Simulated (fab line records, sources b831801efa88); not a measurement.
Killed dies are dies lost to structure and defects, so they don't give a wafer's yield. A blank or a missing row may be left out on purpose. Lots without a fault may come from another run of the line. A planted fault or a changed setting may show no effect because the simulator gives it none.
Which tool did it? | flow gf180mcu | 6 lots, 18 wafers sampled, at 3 steps of a route of 602

WHAT THE GAUGES READ, wafer by wafer
GF_MVSD_OVL_MEAS_07.
lot  | measured    | on         | MVSD_OVL (nm)
L189 | day 4 19:04 | overlay-01 | 1.2 0.3 1.9
L191 | day 5 02:40 | overlay-01 | -1.1 -1.4 -2.0
L195 | day 6 01:51 | overlay-01 | -109.0 -109.4 -112.4
L197 | day 6 12:58 | overlay-01 | 0.3 0.4 0.3
L206 | day 9 04:37 | overlay-02 | 3.4 2.5 2.7
L208 | day 9 13:33 | overlay-01 | 1.1 0.8 0.6

WHICH TOOL RAN EACH LOT (tool, then ch and the chambers of the sampled wafers, then the start)
lot  | GF_STI_CMP_25                | GF_MVSD_EXPOSE_04
L189 | cmp-02 ch 0,1,3, day 2 09:41 | iline_stepper-02 ch 0, day 4 12:12
L191 | cmp-02 ch 0,1, day 2 19:31   | iline_stepper-01 ch 0, day 4 19:56
L195 | cmp-01 ch 0,1,2, day 3 15:24 | iline_stepper-02 ch 0, day 5 18:53
L197 | cmp-02 ch 0,2,3, day 4 01:55 | iline_stepper-01 ch 0, day 6 06:35
L206 | cmp-01 ch 0,1,3, day 6 07:35 | iline_stepper-01 ch 0, day 8 20:28
L208 | cmp-02 ch 2,3, day 6 17:33   | iline_stepper-01 ch 0, day 9 05:33
- GF_STI_CMP_25: polishes, stops on Si3N4, t overpolish 33 s, target thk 524.6 nm.
- GF_MVSD_EXPOSE_04: exposes mask MVSD, target cd 1000 nm.

THE ANSWER, worked out from the rows above alone
Rule: what is usual is taken from the lots themselves. Put in order of their means at a reading, lots are off if they are a third of the lots or fewer, leave a main group of 4 or more, and stand apart from it by a gap of 3 or more times the standard deviation of the main group's means; of several such gaps the widest counts. A main group whose means are all the same, to the digits that the tables above print for the reading, isn't used. A lot without any number at a reading at which 4 lots or more have one is off too. The other lots that the step has rows for count as sound.
Off: L195, at GF_MVSD_OVL_MEAS_07 (MVSD_OVL). The main group: mean 0.7 nm, standard deviation 1.4.
A tool fits if, at a process step before that reading, it ran every lot that is off, and no sound lot after the first of them. The gauges at GF_MVSD_OVL_MEAS_07 are tried like those tools. One fits: iline_stepper-02 at GF_MVSD_EXPOSE_04. Its last sound lot is L189 (day 4 12:12), its first lot that is off L195 (day 5 18:53): a fault that began between those two fits.

WHAT THE SIMULATOR HAD PUT IN
Scanner matching overlay: iline_stepper-02, from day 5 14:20 on, at GF_MVSD_EXPOSE_04. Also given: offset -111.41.
Lots struck among those shown: L195. The rule above found the same.
